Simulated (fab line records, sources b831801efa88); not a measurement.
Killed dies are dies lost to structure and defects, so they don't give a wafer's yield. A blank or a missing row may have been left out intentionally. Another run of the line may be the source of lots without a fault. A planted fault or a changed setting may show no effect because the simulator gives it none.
fab line records	flow gf180mcu	part 1 of 2: steps 1 to 29 of 39
record: lots: 5	wafers: 15	last-day: 33
route steps=602 shown PSD@253 NSD@262 SAB@264 SALICIDE@278 CONTACT@287
lots that met no fault: taken from a fault-free run of the same line
start-h: hours from the record's first day to the start of the lot's first wafer shown	wait-h: hours since the lot's step before	" unchanged from the row above	L1.1+2: a single row standing in for several wafers	- no value, or no start given	* or withheld: withheld	< > ~ a bound
route shown NAME@n: a module of which the file shows steps, and the number in the route of the first	usual: average and standard deviation across the fault-free wafers	same: alike in all rows	chamber/n: place in a boat	sites: each site's reading	_std_site: their standard deviation	_edge_site: inner sites' mean taken away from outer sites' mean	radius-mm: for every site, how far away it sits from the centre of the wafer	mask NAME#n: copy n	behind: the tool/chamber that last shaped the wafer	hold: the reason the lot was held/the length of the hold in hours/how it ended	device: whichever transistor did not switch (one of n, p or np)	end of line: at the end of the route, the tests of the same wafers	a step given without rows: its recipe and nothing more	killed: the dies lost at the first sort to structure and to defects; this is not the yield of the wafer	map: shows each die of a wafer: x if killed, . if not, _ if none is there
set.NAME: the run value of the setting; set.NAME@STEP: its run value at that earlier step	model.NAME: the simulator's own value behind a step, which no gauge read
lots at some steps of the route; a table a step, a row a wafer
services: the hour from which a tool's chamber was out of use, counted from the record's first day as start-h (under 0 if before that day), plus the number of hours and why
== steps ==
step: GF_PSD_PEB_05
recipe: temp-c: withheld	time-s: *	resist: NOVOLAK
same: time-s: *
lot.wafer	tool	chamber	start-h	wait-h
L077.2+4+6	litho-track-02	0	-	-
L079.3+4+6	litho-track-01	0	-	-
L081.1+2+3	litho-track-01	0	-	-
L085.2+3+6	litho-track-01	0	-	-
L094.2+4+5	litho-track-02	0	-	-
step: GF_PSD_DEVELOP_06
recipe: develop-time-s: 60	dev-temp-c: 23
lot.wafer	tool	chamber	start-h	wait-h
L077.2+4+6	litho-track-02	0	343.87	0.1
L079.3+4+6	litho-track-01	0	357.31	0.1
L081.1+2+3	litho-track-01	0	376.01	0.1
L085.2+3+6	litho-track-01	0	432.84	0.1
L094.2+4+5	litho-track-02	0	487.67	0.1
step: GF_PSD_CD_MEAS_07
recipe: target-cd-nm: 400
usual: cd-nm: 400.8/2.4
lot.wafer	tool	chamber	start-h	wait-h	cd-nm
L077.2	cd-sem-01	-	344.02	0.1	400.1
L077.4	"	-	"	"	398.2
L077.6	"	-	"	"	397.5
L079.3	cd-sem-02	-	357.45	0.1	401.9
L079.4	"	-	"	"	402.4
L079.6	"	-	"	"	399.7
L081.1	cd-sem-01	-	376.16	0.1	403.4
L081.2	"	-	"	"	402.9
L081.3	"	-	"	"	401.2
L085.2	cd-sem-01	-	432.98	0.1	403.0
L085.3	"	-	"	"	399.9
L085.6	"	-	"	"	397.8
L094.2	cd-sem-01	-	487.82	0.1	399.8
L094.4	"	-	"	"	399.0
L094.5	"	-	"	"	398.3
step: GF_PSD_OVL_MEAS_08
usual: PSD_OVL: -0.8/1.5
lot.wafer	tool	chamber	start-h	wait-h	PSD_OVL[nm]
L077.2	overlay-01	-	344.12	0.1	-0.8
L077.4	"	-	"	"	-1.1
L077.6	"	-	"	"	-2.0
L079.3	overlay-02	-	357.55	0.1	-0.3
L079.4	"	-	"	"	-2.4
L079.6	"	-	"	"	-2.3
L081.1	overlay-01	-	376.28	0.1	-1.0
L081.2	"	-	"	"	-1.6
L081.3	"	-	"	"	-1.9
L085.2	overlay-01	-	433.09	0.1	-2.3
L085.3	"	-	"	"	-3.1
L085.6	"	-	"	"	-0.6
L094.2	overlay-02	-	487.92	0.1	-1.5
L094.4	"	-	"	"	-0.2
L094.5	"	-	"	"	-1.1
step: GF_PSD_IMPLANT_09
recipe: species: BF2	energy-kev: 40	dose-cm2: 1.5e+15	tilt-deg: 7
usual: beam-energy-keV: 40.001/0.013
lot.wafer	tool	chamber	start-h	wait-h	beam-energy-keV
L077.2	implanter-02	0	344.18	0.0	39.998
L077.4	"	0	"	"	40.002
L077.6	"	0	"	"	39.995
L079.3	implanter-02	0	357.62	0.1	40.026
L079.4	"	0	"	"	40.008
L079.6	"	0	"	"	40.016
L081.1	implanter-03	0	376.32	0.0	40.012
L081.2	"	0	"	"	40.011
L081.3	"	0	"	"	39.998
L085.2	implanter-02	0	433.14	0.0	39.990
L085.3	"	0	"	"	39.993
L085.6	"	0	"	"	39.980
L094.2	implanter-02	0	487.98	0.0	39.994
L094.4	"	0	"	"	40.000
L094.5	"	0	"	"	39.983
step: GF_PSD_STRIP_10
recipe: chemistry: O2/N2	power-w: 1400	pressure-mtorr: 1500	platen-temp-c: 250	o2-flow-sccm: 3000	n2-flow-sccm: 300	overash-fraction: 0.5
usual: chamber-pressure-mTorr: 1499.9/1.3	drypump-motor-current-A: 5.6/0.53	heater-power-w: 356/31	oes-product-au: 0.592/0.0045	strip-time-to-endpoint-s: 16.53/0.038
lot.wafer	tool	chamber	start-h	wait-h	chamber-pressure-mTorr	drypump-motor-current-A	heater-power-w	oes-product-au	rf-hours-counter-h	strip-time-to-endpoint-s
L077.2	plasma-asher-04	0	344.30	0.1	1500.0	6.0	382	0.595	56	16.57
L077.4	"	1	"	"	1501.4	5.2	403	0.603	-	16.51
L077.6	"	0	"	"	1499.3	6.1	402	0.592	-	16.56
L079.3	plasma-asher-02	0	357.75	0.1	1502.8	6.7	325	0.593	-	16.50
L079.4	"	1	"	"	1501.0	5.3	336	0.591	-	16.51
L079.6	"	0	"	"	1499.3	6.7	351	0.593	-	16.51
L081.1	plasma-asher-01	1	376.47	0.1	1497.2	5.4	381	0.595	22	16.47
L081.2	"	0	"	"	1499.8	5.2	324	0.592	22	16.52
L081.3	"	0	"	"	1500.0	5.2	322	0.592	-	16.52
L085.2	plasma-asher-04	0	433.27	0.1	1500.7	6.0	390	0.588	65	16.51
L085.3	"	0	"	"	1498.3	6.1	395	0.595	-	16.50
L085.6	"	1	"	"	1501.5	5.2	411	0.593	-	16.49
L094.2	plasma-asher-02	0	488.10	0.1	1498.7	6.7	335	0.579	5	16.61
L094.4	"	0	"	"	1500.7	6.7	332	0.594	-	16.57
L094.5	"	0	"	"	1498.4	6.8	337	0.589	-	16.59
step: GF_PSD_TW_MEAS_11
usual: PSD_TW: 3182/16
lot.wafer	tool	chamber	start-h	wait-h	PSD_TW
L077.2	film-metro-01	-	344.41	0.1	3163
L077.4	"	-	"	"	3155
L077.6	"	-	"	"	3177
L079.3	film-metro-01	-	357.84	0.1	3175
L079.4	"	-	"	"	3164
L079.6	"	-	"	"	3182
L081.1	film-metro-03	-	376.57	0.1	3190
L081.2	"	-	"	"	3209
L081.3	"	-	"	"	3203
L085.2	film-metro-02	-	433.38	0.1	3186
L085.3	"	-	"	"	3177
L085.6	"	-	"	"	3176
L094.2	film-metro-02	-	488.21	0.1	3182
L094.4	"	-	"	"	3186
L094.5	"	-	"	"	3205
step: GF_PSD_CLEAN_12
recipe: chemistry: SC1/SC2	mix: 1:4:20	temp-c: 70	time-s: 150	dry: n2-spin
same: time-s: 150
lot.wafer	tool	chamber	start-h	wait-h
L077.2+4+6	wet-bench-04	2	344.46	0.0
L079.3+4+6	wet-bench-02	3	357.88	0.0
L081.1+2+3	wet-bench-04	2	376.63	0.1
L085.2+3+6	wet-bench-03	1	433.43	0.0
L094.2+4+5	wet-bench-03	3	488.26	0.0
step: GF_PSD_RTA_13
recipe: temp-c: 1025	time-s: 20	ambient: N2
usual: lamp-power-pct: 35/3	wafer_temp_C_max: 1028.5/0.85
same: time-s: 20
lot.wafer	tool	chamber	start-h	wait-h	lamp-power-pct	wafer_temp_C_max
L077.2	rtp-anneal-01	0	344.53	0.0	32	1027.8
L077.4	"	0	"	"	32	1028.5
L077.6	"	0	"	"	32	1028.5
L079.3	rtp-anneal-02	0	357.96	0.0	38	1028.7
L079.4	"	0	"	"	38	1028.2
L079.6	"	0	"	"	38	1027.5
L081.1	rtp-anneal-02	0	376.68	0.0	38	1027.9
L081.2	"	0	"	"	38	1028.1
L081.3	"	0	"	"	38	1028.5
L085.2	rtp-anneal-01	0	433.50	0.0	32	1028.7
L085.3	"	0	"	"	32	1028.3
L085.6	"	0	"	"	32	1031.7
L094.2	rtp-anneal-01	0	488.33	0.0	32	1028.7
L094.4	"	0	"	"	32	1029.3
L094.5	"	0	"	"	32	1029.7
step: GF_PSD_RS_MEAS_14
recipe: thk-meas-gauge: four-point-probe
usual: NSD_RS: 46.13/0.077
lot.wafer	tool	chamber	start-h	wait-h	NSD_RS[ohm/sq]
L077.2	film-metro-01	-	344.62	0.1	46.10
L077.4	"	-	"	"	46.11
L077.6	"	-	"	"	46.13
L079.3	film-metro-03	-	358.05	0.1	46.29
L079.4	"	-	"	"	46.22
L079.6	"	-	"	"	46.27
L081.1	film-metro-03	-	376.76	0.1	46.16
L081.2	"	-	"	"	46.11
L081.3	"	-	"	"	46.12
L085.2	film-metro-01	-	433.59	0.1	46.16
L085.3	"	-	"	"	46.07
L085.6	"	-	"	"	46.09
L094.2	film-metro-01	-	488.41	0.1	46.24
L094.4	"	-	"	"	46.08
L094.5	"	-	"	"	46.05
step: GF_PSD_RS_MEAS_15
recipe: thk-meas-gauge: four-point-probe
usual: PSD_RS: 108.55/0.28
lot.wafer	tool	chamber	start-h	wait-h	PSD_RS[ohm/sq]
L077.2	film-metro-01	-	344.74	0.1	108.68
L077.4	"	-	"	"	108.69
L077.6	"	-	"	"	108.83
L079.3	film-metro-03	-	358.17	0.1	108.97
L079.4	"	-	"	"	108.76
L079.6	"	-	"	"	108.76
L081.1	film-metro-03	-	376.88	0.1	108.35
L081.2	"	-	"	"	108.30
L081.3	"	-	"	"	108.63
L085.2	film-metro-01	-	433.71	0.1	108.44
L085.3	"	-	"	"	108.57
L085.6	"	-	"	"	108.21
L094.2	film-metro-01	-	488.53	0.1	108.64
L094.4	"	-	"	"	108.50
L094.5	"	-	"	"	108.52
step: GF_SAB_CVD_00
recipe: material: SiO2	target-thk-nm: 50	precursor: TEOS	temp-c: 400	time-s: 4.9302	rf-w: 600
usual: heater-power-w: 678/96
same: time-s: 4.9302
lot.wafer	tool	chamber	start-h	wait-h	heater-power-w
L077.2	pecvd-04	1	344.84	0.1	617
L077.4	"	1	"	"	605
L077.6	"	0	"	"	700
L079.3	pecvd-04	2	358.25	0.1	557
L079.4	"	1	"	"	674
L079.6	"	0	"	"	753
L081.1	pecvd-01	0	377.00	0.1	798
L081.2	"	1	"	"	595
L081.3	"	2	"	"	716
L085.2	pecvd-03	0	433.81	0.1	580
L085.3	"	2	"	"	727
L085.6	"	0	"	"	570
L094.2	pecvd-03	1	488.63	0.1	685
L094.4	"	2	"	"	629
L094.5	"	0	"	"	512
step: GF_SAB_THK_MEAS_01
recipe: reads: SiO2_of_SAB_CVD_00
usual: SAB_CVD_00_THK: 50.0/0.7
lot.wafer	tool	chamber	start-h	wait-h	SAB_CVD_00_THK[nm]
L077.2	film-metro-03	-	344.87	0.0	48.6
L077.4	"	-	"	"	49.7
L077.6	"	-	"	"	48.8
L079.3	film-metro-03	-	358.29	0.0	49.4
L079.4	"	-	"	"	50.9
L079.6	"	-	"	"	50.3
L081.1	film-metro-02	-	377.02	0.0	49.9
L081.2	"	-	"	"	49.3
L081.3	"	-	"	"	50.3
L085.2	film-metro-04	-	433.84	0.0	49.9
L085.3	"	-	"	"	49.4
L085.6	"	-	"	"	50.4
L094.2	film-metro-04	-	488.66	0.0	49.5
L094.4	"	-	"	"	50.1
L094.5	"	-	"	"	51.0
step: GF_SAB_DEHYDRATE_02
recipe: temp-c: 200	time-s: 60
same: time-s: 60
lot.wafer	tool	chamber	start-h	wait-h
L077.2+4+6	litho-track-01	0	355.29	10.4
L079.3+4+6	litho-track-03	0	368.17	9.9
L081.1+2+3	litho-track-02	0	387.90	10.9
L085.2+3+6	litho-track-01	0	445.79	11.9
L094.2+4+5	litho-track-03	0	500.34	11.7
step: GF_SAB_HMDS_03
recipe: prime-time-s: 60	prime-temp-c: 120
lot.wafer	tool	chamber	start-h	wait-h
L077.2+4+6	litho-track-01	0	355.44	0.1
L079.3+4+6	litho-track-03	0	368.32	0.1
L081.1+2+3	litho-track-02	0	388.05	0.1
L085.2+3+6	litho-track-01	0	445.94	0.1
L094.2+4+5	litho-track-03	0	500.49	0.1
step: GF_SAB_COAT_04
recipe: resist: NOVOLAK	spin-rpm: 3000	resist-thk-nm: 1000
usual: spin-speed-rpm: 2999.5/1.7
lot.wafer	tool	chamber	start-h	wait-h	spin-speed-rpm
L077.2	litho-track-01	0	355.59	0.1	3000.1
L077.4	"	0	"	"	2997.6
L077.6	"	0	"	"	2999.4
L079.3	litho-track-03	0	368.47	0.1	3000.1
L079.4	"	0	"	"	3000.6
L079.6	"	0	"	"	3001.1
L081.1	litho-track-02	0	388.20	0.1	2999.4
L081.2	"	0	"	"	2997.7
L081.3	"	0	"	"	3000.2
L085.2	litho-track-01	0	446.09	0.1	2999.5
L085.3	"	0	"	"	3001.8
L085.6	"	0	"	"	3000.0
L094.2	litho-track-03	0	500.64	0.1	2997.4
L094.4	"	0	"	"	2999.8
L094.5	"	0	"	"	3000.9
step: GF_SAB_SOFTBAKE_05
recipe: temp-c: 90	time-s: 60	resist: NOVOLAK
same: time-s: 60
lot.wafer	tool	chamber	start-h	wait-h
L077.2+4+6	litho-track-01	0	355.74	0.1
L079.3+4+6	litho-track-03	0	368.62	0.1
L081.1+2+3	litho-track-02	0	388.35	0.1
L085.2+3+6	litho-track-01	0	446.24	0.1
L094.2+4+5	litho-track-03	0	500.79	0.1
step: GF_SAB_EXPOSE_06
recipe: mask-id: SAB	target-cd-nm: 420	na: 0.6	source-shape: conventional	sigma-outer: 0.6	dose-mj: 140
usual: focus-offset-nm: -0.1/0.59
lot.wafer	tool	chamber	start-h	wait-h	mask	focus-offset-nm
L077.2	iline-stepper-02	0	-	-	SAB#0	-0.2
L077.4	"	0	"	"	SAB#0	0.3
L077.6	"	0	"	"	SAB#0	0.5
L079.3	iline-stepper-02	0	-	-	SAB#0	0.2
L079.4	"	0	"	"	SAB#0	0.1
L079.6	"	0	"	"	SAB#0	1.3
L081.1	iline-stepper-01	0	-	-	SAB#0	0.7
L081.2	"	0	"	"	SAB#0	0.4
L081.3	"	0	"	"	SAB#0	0.5
L085.2	iline-stepper-02	0	-	-	SAB#0	-0.8
L085.3	"	0	"	"	SAB#0	-0.2
L085.6	"	0	"	"	SAB#0	-0.4
L094.2	iline-stepper-02	0	-	-	SAB#0	-0.2
L094.4	"	0	"	"	SAB#0	0.1
L094.5	"	0	"	"	SAB#0	0.0
step: GF_SAB_PEB_07
recipe: temp-c: withheld	time-s: *	resist: NOVOLAK
same: time-s: *
lot.wafer	tool	chamber	start-h	wait-h
L077.2+4+6	litho-track-02	0	-	-
L079.3+4+6	litho-track-03	0	-	-
L081.1+2+3	litho-track-01	0	-	-
L085.2+3+6	litho-track-02	0	-	-
L094.2+4+5	litho-track-01	0	-	-
step: GF_SAB_DEVELOP_08
recipe: develop-time-s: 60	dev-temp-c: 23
lot.wafer	tool	chamber	start-h	wait-h
L077.2+4+6	litho-track-02	0	366.22	0.1
L079.3+4+6	litho-track-03	0	379.52	0.1
L081.1+2+3	litho-track-01	0	399.56	0.1
L085.2+3+6	litho-track-02	0	458.22	0.1
L094.2+4+5	litho-track-01	0	512.14	0.1
step: GF_SAB_CD_MEAS_09
recipe: target-cd-nm: 420
usual: cd-nm: 419.3/2.6
lot.wafer	tool	chamber	start-h	wait-h	cd-nm
L077.2	cd-sem-01	-	366.37	0.1	416.0
L077.4	"	-	"	"	417.8
L077.6	"	-	"	"	417.8
L079.3	cd-sem-01	-	379.66	0.1	416.0
L079.4	"	-	"	"	419.3
L079.6	"	-	"	"	418.9
L081.1	cd-sem-01	-	399.71	0.1	419.3
L081.2	"	-	"	"	420.3
L081.3	"	-	"	"	420.4
L085.2	cd-sem-01	-	458.37	0.1	418.9
L085.3	"	-	"	"	417.3
L085.6	"	-	"	"	419.0
L094.2	cd-sem-02	-	512.28	0.1	421.7
L094.4	"	-	"	"	421.1
L094.5	"	-	"	"	420.3
step: GF_SAB_OVL_MEAS_10
usual: SAB_OVL: 0.0/1.9
lot.wafer	tool	chamber	start-h	wait-h	SAB_OVL[nm]
L077.2	overlay-02	-	366.47	0.1	-2.0
L077.4	"	-	"	"	-0.4
L077.6	"	-	"	"	-0.3
L079.3	overlay-02	-	379.75	0.1	-0.6
L079.4	"	-	"	"	-0.3
L079.6	"	-	"	"	-0.3
L081.1	overlay-02	-	399.83	0.1	5.1
L081.2	"	-	"	"	2.6
L081.3	"	-	"	"	4.6
L085.2	overlay-02	-	458.47	0.1	-0.4
L085.3	"	-	"	"	-2.2
L085.6	"	-	"	"	0.8
L094.2	overlay-01	-	512.39	0.1	-1.3
L094.4	"	-	"	"	-1.9
L094.5	"	-	"	"	-0.8
step: GF_SAB_ETCH_11
recipe: chemistry: C4F8/O2/Ar	mask-material: NOVOLAK	target: SiO2	target-depth-nm: 55	source-w: 1500	bias-w: 1200	pressure-mtorr: 40	c4f8-flow-sccm: withheld	O2_flow_sccm: 6	Ar_flow_sccm: 300	time-s: 8.5
usual: bias-w: 1200/3.7	chamber-pressure-mTorr: 40.00/0.038	oes-product-au: 0.997/0.015
same: time-s: 8.5
lot.wafer	tool	chamber	start-h	wait-h	bias-w	chamber-pressure-mTorr	oes-product-au	rf-hours-counter-h
L077.2	rie-diel-04	0	366.50	0.0	1205	40.02	1.018	92
L077.4	"	3	"	"	1210	40.00	0.977	6
L077.6	"	3	"	"	1210	39.99	0.979	-
L079.3	rie-diel-03	3	379.77	0.0	1201	39.98	0.993	13
L079.4	"	0	"	"	1199	40.06	1.005	55
L079.6	"	3	"	"	1195	40.02	0.997	-
L081.1	rie-diel-01	0	399.87	0.0	1195	39.98	1.026	29
L081.2	"	2	"	"	1199	39.96	1.011	99
L081.3	"	3	"	"	1193	39.98	1.014	7
L085.2	rie-diel-04	0	458.50	0.0	1195	39.94	1.021	94
L085.3	"	2	"	"	1199	40.00	1.023	11
L085.6	"	0	"	"	1198	39.99	1.018	-
L094.2	rie-diel-01	1	512.42	0.0	1195	39.97	0.986	78
L094.4	"	2	"	"	1202	39.95	0.989	0
L094.5	"	1	"	"	1195	39.94	0.986	-
step: GF_SAB_WET_ETCH_12
recipe: chemistry: dHF	target-depth-nm: 22	dry: n2-spin	target: SiO2	temp-c: 25	dilution: 100:1	time-s: 440
same: time-s: 440
lot.wafer	tool	chamber	start-h	wait-h
L077.2+4+6	wet-bench-01	1	366.52	0.0
L079.3+4+6	wet-bench-03	3	379.80	0.0
L081.1+2+3	wet-bench-03	3	399.89	0.0
L085.2+3+6	wet-bench-04	3	458.52	0.0
L094.2+4+5	wet-bench-03	2	512.44	0.0
step: GF_SAB_STRIP_13
recipe: chemistry: O2/N2	power-w: 1400	pressure-mtorr: 1500	platen-temp-c: 250	o2-flow-sccm: 3000	n2-flow-sccm: 300	overash-fraction: 0.5
usual: chamber-pressure-mTorr: 1500.0/1.3	drypump-motor-current-A: 5.7/0.69	heater-power-w: 357/32	oes-product-au: 0.709/0.0045	strip-time-to-endpoint-s: 12.613/0.028
lot.wafer	tool	chamber	start-h	wait-h	chamber-pressure-mTorr	drypump-motor-current-A	heater-power-w	oes-product-au	rf-hours-counter-h	strip-time-to-endpoint-s
L077.2	plasma-asher-02	1	366.67	0.0	1500.8	5.4	327	0.705	76	12.577
L077.4	"	0	"	"	1500.3	6.7	328	0.714	-	12.609
L077.6	"	1	"	"	1500.8	5.4	325	0.712	-	12.577
L079.3	plasma-asher-04	0	379.96	0.0	1500.6	6.0	390	0.710	-	12.621
L079.4	"	1	"	"	1498.5	5.2	403	0.705	-	12.637
L079.6	"	0	"	"	1499.4	6.0	382	0.709	-	12.638
L081.1	plasma-asher-02	1	400.02	0.0	1499.4	5.4	325	0.708	80	12.651
L081.2	"	0	"	"	1499.7	6.7	336	0.705	80	12.642
L081.3	"	0	"	"	1501.6	6.7	342	0.714	-	12.671
L085.2	plasma-asher-03	1	458.67	0.0	1499.4	4.9	327	0.711	81	12.594
L085.3	"	1	"	"	1502.6	4.9	321	0.704	-	12.556
L085.6	"	0	"	"	1498.8	4.7	356	0.713	-	12.616
L094.2	plasma-asher-02	0	512.57	0.0	1499.7	6.7	328	0.708	8	12.572
L094.4	"	1	"	"	1500.1	5.4	342	0.704	-	12.579
L094.5	"	1	"	"	1500.5	5.4	325	0.701	-	12.616
step: GF_SALICIDE_CLEAN_00
recipe: chemistry: SC1/SC2	mix: 1:4:20	temp-c: 70	time-s: 150
same: time-s: 150
lot.wafer	tool	chamber	start-h	wait-h
L077.2+4+6	wet-bench-03	0	366.77	0.1
L079.3+4+6	wet-bench-01	3	380.03	0.0
L081.1+2+3	wet-bench-02	1	400.12	0.1
L085.2+3+6	wet-bench-01	3	458.77	0.1
L094.2+4+5	wet-bench-03	0	512.67	0.1
step: GF_SALICIDE_WET_ETCH_01
recipe: chemistry: dHF	target-depth-nm: 5	dry: ipa-marangoni	target: SiO2	temp-c: 25	dilution: 100:1	time-s: 100
same: time-s: 100
lot.wafer	tool	chamber	start-h	wait-h
L077.2+4+6	wet-bench-02	1	366.82	0.0
L079.3+4+6	wet-bench-02	0	380.08	0.0
L081.1+2+3	wet-bench-01	1	400.18	0.0
L085.2+3+6	wet-bench-03	2	458.82	0.0
L094.2+4+5	wet-bench-03	2	512.72	0.0
step: GF_SALICIDE_SPUTTER_02
recipe: material: Co	target-thk-nm: 10	power-w: 1000	time-s: 20	chamber-pressure-pa: 0.4
usual: throttle-valve-pct: 29.0/0.84
same: time-s: 20
lot.wafer	tool	chamber	start-h	wait-h	throttle-valve-pct
L077.2	pvd-sputter-01	-	366.85	0.0	27.5
L077.4	"	-	"	"	29.8
L077.6	"	-	"	"	29.0
L079.3	pvd-sputter-03	-	380.12	0.0	29.2
L079.4	"	-	"	"	29.3
L079.6	"	-	"	"	29.3
L081.1	pvd-sputter-02	-	400.21	0.0	29.2
L081.2	"	-	"	"	30.3
L081.3	"	-	"	"	30.4
L085.2	pvd-sputter-01	-	458.85	0.0	30.2
L085.3	"	-	"	"	29.0
L085.6	"	-	"	"	27.4
L094.2	pvd-sputter-01	-	512.76	0.0	28.7
L094.4	"	-	"	"	29.4
L094.5	"	-	"	"	27.3
step: GF_SALICIDE_SPUTTER_03
recipe: material: TiN	target-thk-nm: 20	power-w: 6500	time-s: 16.7	chamber-pressure-pa: 0.4
usual: throttle-valve-pct: 29.0/0.84
same: time-s: 16.7
lot.wafer	tool	chamber	start-h	wait-h	throttle-valve-pct
L077.2	pvd-sputter-01	-	366.88	0.0	27.5
L077.4	"	-	"	"	29.8
L077.6	"	-	"	"	28.8
L079.3	pvd-sputter-03	-	380.14	0.0	29.6
L079.4	"	-	"	"	29.2
L079.6	"	-	"	"	29.2
L081.1	pvd-sputter-02	-	400.24	0.0	28.8
L081.2	"	-	"	"	30.3
L081.3	"	-	"	"	30.4
L085.2	pvd-sputter-01	-	458.88	0.0	29.7
L085.3	"	-	"	"	28.7
L085.6	"	-	"	"	27.4
L094.2	pvd-sputter-01	-	512.78	0.0	28.7
L094.4	"	-	"	"	29.6
L094.5	"	-	"	"	27.2
